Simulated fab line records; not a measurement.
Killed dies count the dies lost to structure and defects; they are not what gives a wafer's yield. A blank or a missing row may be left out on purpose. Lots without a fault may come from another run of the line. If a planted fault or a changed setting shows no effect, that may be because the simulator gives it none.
fab line records ; flow gf180mcu
record: lots: 24; wafers: 72; lastDay: 34
route steps=602 shown M2@368 MIM@506 V5@541 TOP_METAL@582
lots with no fault: from the same line, run without faults
startH: the number of hours between the record's first day and the start of the first shown wafer of the lot ; waitH: hours since the lot's step before ; " as in the row above ; L1.1+2: one row covering several wafers at once ; - no value, or no start given ; * or withheld: withheld ; < > ~ a bound
route shown NAME@n: NAME is a module with steps in the file, n the number in the route of the first one ; usual: mean and standard deviation over wafers with no fault ; same: alike in all rows ; chamber/n: place in a boat ; sites: readings site by site ; _std_site: how widely they spread, as a standard deviation ; _edge_site: the outer-site mean with the inner-site mean subtracted ; radiusMm: how far each site lies from the wafer's centre ; mask NAME#n: copy n ; behind: tool/chamber where the wafer was last shaped ; hold: what put the lot on hold/how long, in hours/how the hold closed ; device: names the non-switching transistor (n, p or np) ; end of line: tests of these same wafers at the route's end ; step lacking rows: just its recipe ; killed: count of dies lost to structure and defects at first sort (not the wafer's yield) ; map: a wafer's dies, x killed, . not, _ none there
set.NAME: the setting the step ran with; set.NAME@STEP: the setting that earlier step ran with ; model.NAME: the simulator's own value behind a step, which no gauge read
steps of the route over a sample of lots; a table a step, a row a wafer
services: the hour from which a tool's chamber was out of use, counted from the record's first day as startH (under 0 if before that day), plus the number of hours and why
== steps ==
step: GF_M2_THK_MEAS_06
recipe: thkMeasGauge: xrf; reads: AlCu_of_M2_SPUTTER_02
usual: M2_ALCU_THK: 448/7.6
lot.wafer;tool;chamber;startH;waitH;M2_ALCU_THK[nm]
L074.1;filmMetro-03;-;416.16;0.1;456
L074.2;filmMetro-03;-;416.16;0.1;465
L074.5;filmMetro-03;-;416.16;0.1;446
L075.1;filmMetro-02;-;423.63;0.1;449
L075.4;filmMetro-02;-;423.63;0.1;441
L075.6;filmMetro-02;-;423.63;0.1;441
L076.1;filmMetro-01;-;435.06;0.1;451
L076.3;filmMetro-01;-;435.06;0.1;440
L076.6;filmMetro-01;-;435.06;0.1;448
L077.1;filmMetro-02;-;443.51;0.1;449
L077.3;filmMetro-02;-;443.51;0.1;453
L077.5;filmMetro-02;-;443.51;0.1;453
L078.2;filmMetro-03;-;451.24;0.1;450
L078.3;filmMetro-03;-;451.24;0.1;450
L078.5;filmMetro-03;-;451.24;0.1;447
L079.1;filmMetro-02;-;460.20;0.1;452
L079.3;filmMetro-02;-;460.20;0.1;461
L079.6;filmMetro-02;-;460.20;0.1;453
L080.1;filmMetro-01;-;477.56;0.1;452
L080.2;filmMetro-01;-;477.56;0.1;446
L080.3;filmMetro-01;-;477.56;0.1;448
L081.2;filmMetro-02;-;490.98;0.1;462
L081.3;filmMetro-02;-;490.98;0.1;454
L081.4;filmMetro-02;-;490.98;0.1;436
L082.2;filmMetro-02;-;494.75;0.1;446
L082.5;filmMetro-02;-;494.75;0.1;444
L082.6;filmMetro-02;-;494.75;0.1;445
L083.1;filmMetro-03;-;500.42;0.1;465
L083.3;filmMetro-03;-;500.42;0.1;453
L083.4;filmMetro-03;-;500.42;0.1;455
L084.1;filmMetro-03;-;510.48;0.1;448
L084.2;filmMetro-03;-;510.48;0.1;445
L084.3;filmMetro-03;-;510.48;0.1;443
L085.2;filmMetro-01;-;513.27;0.1;444
L085.5;filmMetro-01;-;513.27;0.1;448
L085.6;filmMetro-01;-;513.27;0.1;450
L086.2;filmMetro-02;-;521.77;0.1;442
L086.3;filmMetro-02;-;521.77;0.1;444
L086.6;filmMetro-02;-;521.77;0.1;440
L087.1;filmMetro-03;-;535.54;0.1;447
L087.2;filmMetro-03;-;535.54;0.1;453
L087.3;filmMetro-03;-;535.54;0.1;452
L088.1;filmMetro-01;-;546.06;0.1;438
L088.4;filmMetro-01;-;546.06;0.1;448
L088.6;filmMetro-01;-;546.06;0.1;455
L089.4;filmMetro-01;-;549.67;0.1;442
L089.5;filmMetro-01;-;549.67;0.1;454
L089.6;filmMetro-01;-;549.67;0.1;459
L090.2;filmMetro-03;-;554.03;0.1;455
L090.3;filmMetro-03;-;554.03;0.1;462
L090.4;filmMetro-03;-;554.03;0.1;467
L091.1;filmMetro-02;-;566.36;0.1;448
L091.3;filmMetro-02;-;566.36;0.1;445
L091.4;filmMetro-02;-;566.36;0.1;437
L092.2;filmMetro-02;-;568.65;0.1;438
L092.5;filmMetro-02;-;568.65;0.1;439
L092.6;filmMetro-02;-;568.65;0.1;445
L093.1;filmMetro-02;-;578.82;0.1;434
L093.5;filmMetro-02;-;578.82;0.1;446
L093.6;filmMetro-02;-;578.82;0.1;437
L094.2;filmMetro-01;-;593.42;0.1;458
L094.3;filmMetro-01;-;593.42;0.1;462
L094.5;filmMetro-01;-;593.42;0.1;455
L095.1;filmMetro-02;-;593.79;0.1;443
L095.2;filmMetro-02;-;593.79;0.1;433
L095.6;filmMetro-02;-;593.79;0.1;438
L096.3;filmMetro-02;-;602.19;0.1;458
L096.4;filmMetro-02;-;602.19;0.1;450
L096.5;filmMetro-02;-;602.19;0.1;459
L097.2;filmMetro-02;-;610.02;0.1;445
L097.4;filmMetro-02;-;610.02;0.1;447
L097.6;filmMetro-02;-;610.02;0.1;447
step: GF_MIM_SPUTTER_03
recipe: material: Ti; targetThkNm: 10; substrateTempC: 300; chamberPressurePa: 0.3; powerW: 3000; timeS: 6.7
usual: cathodeDcPowerW: 3000.0/0.51; throttleValvePct: 30.0/1
same: timeS: 6.7
lot.wafer;tool;chamber;startH;waitH;cathodeDcPowerW;throttleValvePct
L074.1;pvdSputter-04;-;566.69;0.0;2998.7;30.4
L074.2;pvdSputter-04;-;566.69;0.0;3001.1;29.3
L074.5;pvdSputter-04;-;566.69;0.0;3000.3;30.5
L075.1;pvdSputter-03;-;572.51;0.0;2999.6;30.0
L075.4;pvdSputter-03;-;572.51;0.0;3000.3;27.9
L075.6;pvdSputter-03;-;572.51;0.0;2999.6;31.6
L076.1;pvdSputter-03;-;584.31;0.0;3000.4;29.7
L076.3;pvdSputter-03;-;584.31;0.0;3000.0;27.8
L076.6;pvdSputter-03;-;584.31;0.0;2999.9;28.3
L077.1;pvdSputter-01;-;591.94;0.0;3000.7;31.6
L077.3;pvdSputter-01;-;591.94;0.0;2999.7;30.7
L077.5;pvdSputter-01;-;591.94;0.0;3000.5;29.1
L078.2;pvdSputter-03;-;599.36;0.0;2999.7;31.8
L078.3;pvdSputter-03;-;599.36;0.0;3000.6;30.0
L078.5;pvdSputter-03;-;599.36;0.0;3000.0;31.7
L079.1;pvdSputter-01;-;606.44;0.0;3000.6;29.1
L079.3;pvdSputter-01;-;606.44;0.0;3000.0;30.4
L079.6;pvdSputter-01;-;606.44;0.0;3000.2;29.0
L080.1;pvdSputter-04;-;621.86;0.0;2999.1;30.2
L080.2;pvdSputter-04;-;621.86;0.0;2999.6;29.1
L080.3;pvdSputter-04;-;621.86;0.0;3000.1;30.2
L081.2;pvdSputter-01;-;632.69;0.0;3000.4;28.9
L081.3;pvdSputter-01;-;632.69;0.0;3000.3;29.2
L081.4;pvdSputter-01;-;632.69;0.0;3000.3;31.2
L082.2;pvdSputter-01;-;634.89;0.0;2999.9;29.0
L082.5;pvdSputter-01;-;634.89;0.0;3000.0;31.5
L082.6;pvdSputter-01;-;634.89;0.0;2999.3;29.2
L083.1;pvdSputter-04;-;640.72;0.0;2999.9;29.9
L083.3;pvdSputter-04;-;640.72;0.0;3000.8;29.5
L083.4;pvdSputter-04;-;640.72;0.0;2998.6;30.5
L084.1;pvdSputter-01;-;651.17;0.0;3000.1;29.0
L084.2;pvdSputter-01;-;651.17;0.0;2998.8;31.6
L084.3;pvdSputter-01;-;651.17;0.0;2999.9;29.2
L085.2;pvdSputter-01;-;651.99;0.0;2999.7;31.4
L085.5;pvdSputter-01;-;651.99;0.0;3000.0;29.1
L085.6;pvdSputter-01;-;651.99;0.0;2999.8;31.6
L086.2;pvdSputter-01;-;659.01;0.0;3000.5;31.6
L086.3;pvdSputter-01;-;659.01;0.0;2999.6;30.6
L086.6;pvdSputter-01;-;659.01;0.0;2999.8;29.0
L087.1;pvdSputter-03;-;669.98;0.0;3000.5;27.8
L087.2;pvdSputter-03;-;669.98;0.0;3000.3;30.0
L087.3;pvdSputter-03;-;669.98;0.0;2999.4;29.9
L088.1;pvdSputter-04;-;679.60;0.0;3000.1;29.1
L088.4;pvdSputter-04;-;679.60;0.0;2999.7;30.4
L088.6;pvdSputter-04;-;679.60;0.0;3000.5;30.2
L089.4;pvdSputter-04;-;683.64;0.0;3000.7;30.1
L089.5;pvdSputter-04;-;683.64;0.0;3000.0;30.5
L089.6;pvdSputter-04;-;683.64;0.0;2999.8;30.2
L090.2;pvdSputter-03;-;687.18;0.0;2999.9;30.0
L090.3;pvdSputter-03;-;687.18;0.0;3000.4;27.6
L090.4;pvdSputter-03;-;687.18;0.0;3000.0;30.0
L091.1;pvdSputter-03;-;696.97;0.0;3000.5;30.2
L091.3;pvdSputter-03;-;696.97;0.0;3001.1;31.9
L091.4;pvdSputter-03;-;696.97;0.0;3000.9;30.0
L092.2;pvdSputter-04;-;699.24;0.0;2999.4;30.5
L092.5;pvdSputter-04;-;699.24;0.0;3000.1;30.1
L092.6;pvdSputter-04;-;699.24;0.0;2999.3;30.5
L093.1;pvdSputter-03;-;707.76;0.0;3000.4;27.9
L093.5;pvdSputter-03;-;707.76;0.0;2999.6;29.9
L093.6;pvdSputter-03;-;707.76;0.0;2998.9;29.8
L094.2;pvdSputter-01;-;719.31;0.0;3000.5;31.4
L094.3;pvdSputter-01;-;719.31;0.0;2999.7;28.9
L094.5;pvdSputter-01;-;719.31;0.0;3000.1;30.5
L095.1;pvdSputter-04;-;721.46;0.0;2999.9;30.6
L095.2;pvdSputter-04;-;721.46;0.0;2999.9;30.3
L095.6;pvdSputter-04;-;721.46;0.0;3000.3;29.0
L096.3;pvdSputter-04;-;728.18;0.0;2999.3;29.7
L096.4;pvdSputter-04;-;728.18;0.0;3000.1;30.3
L096.5;pvdSputter-04;-;728.18;0.0;3000.4;29.2
L097.2;pvdSputter-01;-;733.21;0.0;2999.8;31.8
L097.4;pvdSputter-01;-;733.21;0.0;2999.1;29.1
L097.6;pvdSputter-01;-;733.21;0.0;3000.2;30.7
step: GF_MIM_THK_MEAS_06
recipe: reads: Si3N4_of_MIM_CVD_05
usual: MIM_CVD_05_THK: 41.8/0.59
lot.wafer;tool;chamber;startH;waitH;MIM_CVD_05_THK[nm]
L074.1;filmMetro-04;-;566.79;0.0;41.7
L074.2;filmMetro-04;-;566.79;0.0;41.8
L074.5;filmMetro-04;-;566.79;0.0;42.5
L075.1;filmMetro-04;-;572.60;0.0;41.2
L075.4;filmMetro-04;-;572.60;0.0;42.1
L075.6;filmMetro-04;-;572.60;0.0;41.6
L076.1;filmMetro-02;-;584.41;0.0;42.3
L076.3;filmMetro-02;-;584.41;0.0;42.1
L076.6;filmMetro-02;-;584.41;0.0;42.4
L077.1;filmMetro-02;-;592.03;0.0;41.1
L077.3;filmMetro-02;-;592.03;0.0;42.1
L077.5;filmMetro-02;-;592.03;0.0;42.6
L078.2;filmMetro-02;-;599.46;0.0;42.8
L078.3;filmMetro-02;-;599.46;0.0;41.7
L078.5;filmMetro-02;-;599.46;0.0;42.3
L079.1;filmMetro-02;-;606.53;0.0;41.1
L079.3;filmMetro-02;-;606.53;0.0;41.5
L079.6;filmMetro-02;-;606.53;0.0;42.2
L080.1;filmMetro-02;-;621.95;0.0;41.9
L080.2;filmMetro-02;-;621.95;0.0;41.8
L080.3;filmMetro-02;-;621.95;0.0;41.9
L081.2;filmMetro-02;-;632.80;0.0;42.1
L081.3;filmMetro-02;-;632.80;0.0;41.4
L081.4;filmMetro-02;-;632.80;0.0;43.2
L082.2;filmMetro-04;-;635.00;0.0;41.1
L082.5;filmMetro-04;-;635.00;0.0;41.9
L082.6;filmMetro-04;-;635.00;0.0;41.9
L083.1;filmMetro-02;-;640.81;0.0;41.4
L083.3;filmMetro-02;-;640.81;0.0;41.2
L083.4;filmMetro-02;-;640.81;0.0;41.9
L084.1;filmMetro-03;-;651.27;0.0;40.9
L084.2;filmMetro-03;-;651.27;0.0;41.9
L084.3;filmMetro-03;-;651.27;0.0;41.7
L085.2;filmMetro-02;-;652.09;0.0;41.1
L085.5;filmMetro-02;-;652.09;0.0;41.3
L085.6;filmMetro-02;-;652.09;0.0;41.7
L086.2;filmMetro-02;-;659.11;0.0;42.5
L086.3;filmMetro-02;-;659.11;0.0;41.8
L086.6;filmMetro-02;-;659.11;0.0;42.1
L087.1;filmMetro-03;-;670.07;0.0;41.5
L087.2;filmMetro-03;-;670.07;0.0;40.4
L087.3;filmMetro-03;-;670.07;0.0;41.1
L088.1;filmMetro-04;-;679.69;0.0;42.2
L088.4;filmMetro-04;-;679.69;0.0;42.4
L088.6;filmMetro-04;-;679.69;0.0;42.2
L089.4;filmMetro-03;-;683.76;0.0;42.2
L089.5;filmMetro-03;-;683.76;0.0;42.4
L089.6;filmMetro-03;-;683.76;0.0;41.6
L090.2;filmMetro-03;-;687.29;0.0;41.7
L090.3;filmMetro-03;-;687.29;0.0;42.0
L090.4;filmMetro-03;-;687.29;0.0;42.4
L091.1;filmMetro-02;-;697.06;0.0;41.3
L091.3;filmMetro-02;-;697.06;0.0;42.1
L091.4;filmMetro-02;-;697.06;0.0;41.8
L092.2;filmMetro-02;-;699.34;0.0;42.3
L092.5;filmMetro-02;-;699.34;0.0;42.0
L092.6;filmMetro-02;-;699.34;0.0;42.6
L093.1;filmMetro-04;-;707.85;0.0;41.2
L093.5;filmMetro-04;-;707.85;0.0;41.4
L093.6;filmMetro-04;-;707.85;0.0;42.1
L094.2;filmMetro-04;-;719.41;0.0;41.5
L094.3;filmMetro-04;-;719.41;0.0;40.6
L094.5;filmMetro-04;-;719.41;0.0;41.6
L095.1;filmMetro-02;-;721.55;0.0;41.0
L095.2;filmMetro-02;-;721.55;0.0;40.4
L095.6;filmMetro-02;-;721.55;0.0;41.6
L096.3;filmMetro-03;-;728.30;0.0;41.2
L096.4;filmMetro-03;-;728.30;0.0;42.1
L096.5;filmMetro-03;-;728.30;0.0;42.1
L097.2;filmMetro-02;-;733.31;0.0;42.2
L097.4;filmMetro-02;-;733.31;0.0;42.9
L097.6;filmMetro-02;-;733.31;0.0;42.1
step: GF_V5_THK_MEAS_01
recipe: reads: SiO2_of_V5_CVD_00
usual: V5_CVD_00_THK: 290/4
lot.wafer;tool;chamber;startH;waitH;V5_CVD_00_THK[nm]
L074.1;filmMetro-02;-;610.72;0.0;286
L074.2;filmMetro-02;-;610.72;0.0;290
L074.5;filmMetro-02;-;610.72;0.0;290
L075.1;filmMetro-04;-;616.60;0.0;292
L075.4;filmMetro-04;-;616.60;0.0;288
L075.6;filmMetro-04;-;616.60;0.0;291
L076.1;filmMetro-02;-;627.97;0.0;286
L076.3;filmMetro-02;-;627.97;0.0;297
L076.6;filmMetro-02;-;627.97;0.0;286
L077.1;filmMetro-01;-;635.11;0.0;295
L077.3;filmMetro-01;-;635.11;0.0;286
L077.5;filmMetro-01;-;635.11;0.0;291
L078.2;filmMetro-02;-;643.05;0.0;284
L078.3;filmMetro-02;-;643.05;0.0;290
L078.5;filmMetro-02;-;643.05;0.0;295
L079.1;filmMetro-04;-;648.13;0.0;293
L079.3;filmMetro-04;-;648.13;0.0;287
L079.6;filmMetro-04;-;648.13;0.0;286
L080.1;filmMetro-04;-;663.59;0.0;285
L080.2;filmMetro-04;-;663.59;0.0;291
L080.3;filmMetro-04;-;663.59;0.0;286
L081.2;filmMetro-02;-;673.73;0.0;287
L081.3;filmMetro-02;-;673.73;0.0;294
L081.4;filmMetro-02;-;673.73;0.0;290
L082.2;filmMetro-02;-;675.48;0.0;287
L082.5;filmMetro-02;-;675.48;0.0;290
L082.6;filmMetro-02;-;675.48;0.0;288
L083.1;filmMetro-04;-;681.99;0.0;288
L083.3;filmMetro-04;-;681.99;0.0;281
L083.4;filmMetro-04;-;681.99;0.0;290
L084.1;filmMetro-04;-;691.40;0.0;290
L084.2;filmMetro-04;-;691.40;0.0;290
L084.3;filmMetro-04;-;691.40;0.0;293
L085.2;filmMetro-02;-;692.51;0.1;291
L085.5;filmMetro-02;-;692.51;0.1;290
L085.6;filmMetro-02;-;692.51;0.1;293
L086.2;filmMetro-02;-;697.89;0.0;293
L086.3;filmMetro-02;-;697.89;0.0;285
L086.6;filmMetro-02;-;697.89;0.0;293
L087.1;filmMetro-02;-;708.87;0.0;288
L087.2;filmMetro-02;-;708.87;0.0;287
L087.3;filmMetro-02;-;708.87;0.0;292
L088.1;filmMetro-04;-;717.55;0.0;291
L088.4;filmMetro-04;-;717.55;0.0;287
L088.6;filmMetro-04;-;717.55;0.0;294
L089.4;filmMetro-02;-;721.78;0.0;296
L089.5;filmMetro-02;-;721.78;0.0;298
L089.6;filmMetro-02;-;721.78;0.0;284
L090.2;filmMetro-01;-;724.74;0.0;289
L090.3;filmMetro-01;-;724.74;0.0;299
L090.4;filmMetro-01;-;724.74;0.0;297
L091.1;filmMetro-02;-;735.60;0.0;293
L091.3;filmMetro-02;-;735.60;0.0;287
L091.4;filmMetro-02;-;735.60;0.0;290
L092.2;filmMetro-02;-;736.58;0.0;287
L092.5;filmMetro-02;-;736.58;0.0;291
L092.6;filmMetro-02;-;736.58;0.0;288
L093.1;filmMetro-01;-;744.76;0.0;298
L093.5;filmMetro-01;-;744.76;0.0;298
L093.6;filmMetro-01;-;744.76;0.0;291
L094.2;filmMetro-02;-;755.59;0.0;289
L094.3;filmMetro-02;-;755.59;0.0;294
L094.5;filmMetro-02;-;755.59;0.0;292
L095.1;filmMetro-01;-;756.95;0.0;299
L095.2;filmMetro-01;-;756.95;0.0;301
L095.6;filmMetro-01;-;756.95;0.0;289
L096.3;filmMetro-04;-;764.18;0.0;292
L096.4;filmMetro-04;-;764.18;0.0;294
L096.5;filmMetro-04;-;764.18;0.0;290
L097.2;filmMetro-02;-;768.36;0.0;293
L097.4;filmMetro-02;-;768.36;0.0;292
L097.6;filmMetro-02;-;768.36;0.0;288
step: GF_V5_CMP_04
recipe: material: SiO2; downForcePsi: 4; platenRpm: 60; padVelocityMS: 0.94248
usual: motorCurrentA: 12.2/0.98
lot.wafer;tool;chamber;startH;waitH;motorCurrentA
L074.1;cmp-01;1;610.95;0.1;12.9
L074.2;cmp-01;2;610.95;0.1;12.8
L074.5;cmp-01;2;610.95;0.1;12.6
L075.1;cmp-01;1;616.88;0.1;13.3
L075.4;cmp-01;2;616.88;0.1;13.1
L075.6;cmp-01;1;616.88;0.1;12.6
L076.1;cmp-01;3;628.24;0.1;12.3
L076.3;cmp-01;1;628.24;0.1;13.0
L076.6;cmp-01;2;628.24;0.1;12.5
L077.3;cmp-02;1;635.33;0.0;11.5
L077.1;cmp-02;0;635.33;0.0;11.0
L077.5;cmp-02;1;635.33;0.0;11.6
L078.3;cmp-02;1;643.27;0.0;12.6
L078.2;cmp-02;3;643.27;0.0;12.1
L078.5;cmp-02;2;643.27;0.0;9.9
L079.3;cmp-02;0;648.41;0.1;11.6
L079.1;cmp-02;2;648.41;0.1;10.6
L079.6;cmp-02;0;648.41;0.1;11.8
L080.1;cmp-01;0;663.82;0.1;13.0
L080.2;cmp-01;2;663.82;0.1;11.6
L080.3;cmp-01;3;663.82;0.1;13.2
L081.4;cmp-01;0;674.00;0.1;12.7
L081.2;cmp-01;1;674.00;0.1;12.6
L081.3;cmp-01;2;674.00;0.1;12.5
L082.2;cmp-01;3;675.74;0.1;12.6
L082.6;cmp-01;2;675.74;0.1;12.6
L082.5;cmp-01;3;675.74;0.1;12.6
L083.3;cmp-02;3;682.22;0.0;13.0
L083.1;cmp-02;0;682.22;0.0;12.2
L083.4;cmp-02;2;682.22;0.0;10.4
L084.1;cmp-01;3;691.63;0.1;12.7
L084.2;cmp-01;0;691.63;0.1;13.3
L084.3;cmp-01;1;691.63;0.1;13.0
L085.2;cmp-01;3;692.83;0.1;12.7
L085.6;cmp-01;3;692.83;0.1;12.3
L085.5;cmp-01;0;692.83;0.1;12.9
L086.3;cmp-02;3;698.16;0.1;12.9
L086.2;cmp-02;0;698.16;0.1;11.4
L086.6;cmp-02;3;698.16;0.1;12.1
L087.1;cmp-01;0;709.10;0.1;12.5
L087.2;cmp-01;1;709.10;0.1;13.7
L087.3;cmp-01;2;709.10;0.1;13.2
L088.1;cmp-02;3;717.85;0.1;12.4
L088.4;cmp-02;0;717.85;0.1;11.4
L088.6;cmp-02;3;717.85;0.1;12.6
L089.4;cmp-02;0;722.21;0.3;11.5
L089.6;cmp-02;2;722.21;0.3;9.8
L089.5;cmp-02;3;722.21;0.3;12.3
L090.2;cmp-01;3;725.01;0.1;13.1
L090.3;cmp-01;0;725.01;0.1;13.1
L090.4;cmp-01;1;725.01;0.1;12.2
L091.3;cmp-01;3;736.07;0.3;13.2
L091.1;cmp-01;0;736.07;0.3;12.3
L091.4;cmp-01;1;736.07;0.3;13.1
L092.2;cmp-01;3;736.84;0.1;12.2
L092.5;cmp-01;2;736.84;0.1;12.2
L092.6;cmp-01;3;736.84;0.1;13.3
L093.1;cmp-01;2;745.14;0.2;12.2
L093.5;cmp-01;3;745.14;0.2;12.8
L093.6;cmp-01;0;745.14;0.2;12.7
L094.3;cmp-02;3;755.81;0.0;12.8
L094.2;cmp-02;0;755.81;0.0;11.7
L094.5;cmp-02;0;755.81;0.0;11.2
L095.1;cmp-02;3;757.18;0.1;12.5
L095.2;cmp-02;2;757.18;0.1;9.7
L095.6;cmp-02;3;757.18;0.1;13.0
L096.3;cmp-01;2;764.49;0.1;12.0
L096.4;cmp-01;3;764.49;0.1;13.0
L096.5;cmp-01;0;764.49;0.1;13.2
L097.2;cmp-02;3;768.68;0.1;12.9
L097.4;cmp-02;0;768.68;0.1;11.4
L097.6;cmp-02;1;768.68;0.1;12.0
step: GF_TOP_METAL_OVL_MEAS_15
usual: TOP_METAL_OVL: -0.6/1.4
lot.wafer;tool;chamber;startH;waitH;TOP_METAL_OVL[nm]
L074.1;overlay-01;-;653.91;0.1;-0.8
L074.2;overlay-01;-;653.91;0.1;0.4
L074.5;overlay-01;-;653.91;0.1;-0.2
L075.1;overlay-01;-;659.18;0.1;0.4
L075.4;overlay-01;-;659.18;0.1;0.3
L075.6;overlay-01;-;659.18;0.1;-1.4
L076.1;overlay-01;-;670.19;0.1;-1.7
L076.3;overlay-01;-;670.19;0.1;0.2
L076.6;overlay-01;-;670.19;0.1;-2.3
L077.1;overlay-02;-;675.84;0.1;-1.9
L077.3;overlay-02;-;675.84;0.1;1.8
L077.5;overlay-02;-;675.84;0.1;0.3
L078.2;overlay-02;-;684.46;0.1;-2.5
L078.3;overlay-02;-;684.46;0.1;-0.8
L078.5;overlay-02;-;684.46;0.1;-2.1
L079.1;overlay-02;-;688.41;0.1;0.3
L079.3;overlay-02;-;688.41;0.1;0.1
L079.6;overlay-02;-;688.41;0.1;-0.6
L080.1;overlay-01;-;703.53;0.1;-2.0
L080.2;overlay-01;-;703.53;0.1;-0.5
L080.3;overlay-01;-;703.53;0.1;-2.0
L081.2;overlay-02;-;713.05;0.1;0.8
L081.3;overlay-02;-;713.05;0.1;-0.8
L081.4;overlay-02;-;713.05;0.1;-0.1
L082.2;overlay-01;-;715.09;0.1;2.3
L082.5;overlay-01;-;715.09;0.1;0.4
L082.6;overlay-01;-;715.09;0.1;1.5
L083.1;overlay-01;-;720.51;0.1;-2.6
L083.3;overlay-01;-;720.51;0.1;-2.1
L083.4;overlay-01;-;720.51;0.1;-2.8
L084.1;overlay-02;-;730.09;0.1;0.0
L084.2;overlay-02;-;730.09;0.1;0.2
L084.3;overlay-02;-;730.09;0.1;-0.9
L085.2;overlay-01;-;731.29;0.1;-3.5
L085.5;overlay-01;-;731.29;0.1;-2.7
L085.6;overlay-01;-;731.29;0.1;-0.2
L086.2;overlay-01;-;736.00;0.1;-1.6
L086.3;overlay-01;-;736.00;0.1;0.3
L086.6;overlay-01;-;736.00;0.1;-0.2
L087.1;overlay-02;-;746.84;0.1;-0.6
L087.2;overlay-02;-;746.84;0.1;-1.2
L087.3;overlay-02;-;746.84;0.1;0.2
L088.1;overlay-02;-;755.41;0.1;-0.3
L088.4;overlay-02;-;755.41;0.1;-0.9
L088.6;overlay-02;-;755.41;0.1;-0.8
L089.4;overlay-01;-;758.55;0.1;-1.3
L089.5;overlay-01;-;758.55;0.1;-1.6
L089.6;overlay-01;-;758.55;0.1;-2.3
L090.2;overlay-02;-;760.99;0.1;1.7
L090.3;overlay-02;-;760.99;0.1;3.5
L090.4;overlay-02;-;760.99;0.1;3.0
L091.1;overlay-02;-;770.84;0.1;-2.6
L091.3;overlay-02;-;770.84;0.1;-0.1
L091.4;overlay-02;-;770.84;0.1;-2.5
L092.2;overlay-02;-;771.50;0.1;-1.0
L092.5;overlay-02;-;771.50;0.1;-1.1
L092.6;overlay-02;-;771.50;0.1;0.0
L093.1;overlay-01;-;779.69;0.1;-1.1
L093.5;overlay-01;-;779.69;0.1;0.2
L093.6;overlay-01;-;779.69;0.1;-0.9
L094.2;overlay-02;-;789.71;0.1;-0.2
L094.3;overlay-02;-;789.71;0.1;-0.9
L094.5;overlay-02;-;789.71;0.1;-1.2
L095.1;overlay-02;-;790.29;0.1;-1.3
L095.2;overlay-02;-;790.29;0.1;-2.2
L095.6;overlay-02;-;790.29;0.1;0.4
L096.3;overlay-01;-;798.21;0.1;-0.5
L096.4;overlay-01;-;798.21;0.1;-1.2
L096.5;overlay-01;-;798.21;0.1;-0.2
L097.2;overlay-02;-;801.45;0.1;1.1
L097.4;overlay-02;-;801.45;0.1;-0.1
L097.6;overlay-02;-;801.45;0.1;-0.6
== services ==
tool;chamber;startH;hours;kind
pvdSputter-04;-;546.02;7.4;repair
cmp-02;-;549.41;0.5;repair
pvdSputter-01;1;561.34;-;consumableReplace:kit
pvdSputter-01;1;561.34;18.0;scheduledDown
pvdSputter-01;1;561.34;18.0;ventCycle
cmp-01;-;572.35;4.0;pm
cmp-01;-;576.35;-;consumableReplace:conditioner
cmp-01;-;576.35;-;consumableReplace:pad
cmp-01;-;596.21;4.3;pm
cmp-01;-;625.59;2.6;repair
pvdSputter-01;-;641.80;2.0;repair
pvdSputter-03;-;643.64;2.2;repair
pvdSputter-03;-;650.22;0.6;repair
pvdSputter-01;0;656.87;-;consumableReplace:kit
cmp-02;-;676.92;0.4;repair
cmp-02;-;688.00;4.5;pm
pvdSputter-03;-;698.43;1.0;repair
cmp-01;-;716.75;6.1;pm
cmp-02;-;725.59;2.1;repair
cmp-02;-;744.27;4.0;pm
cmp-02;-;744.74;0.3;repair
cmp-02;-;748.27;-;consumableReplace:conditioner
cmp-02;-;748.27;-;consumableReplace:pad
pvdSputter-04;-;767.40;4.1;repair
== key ==
fault none
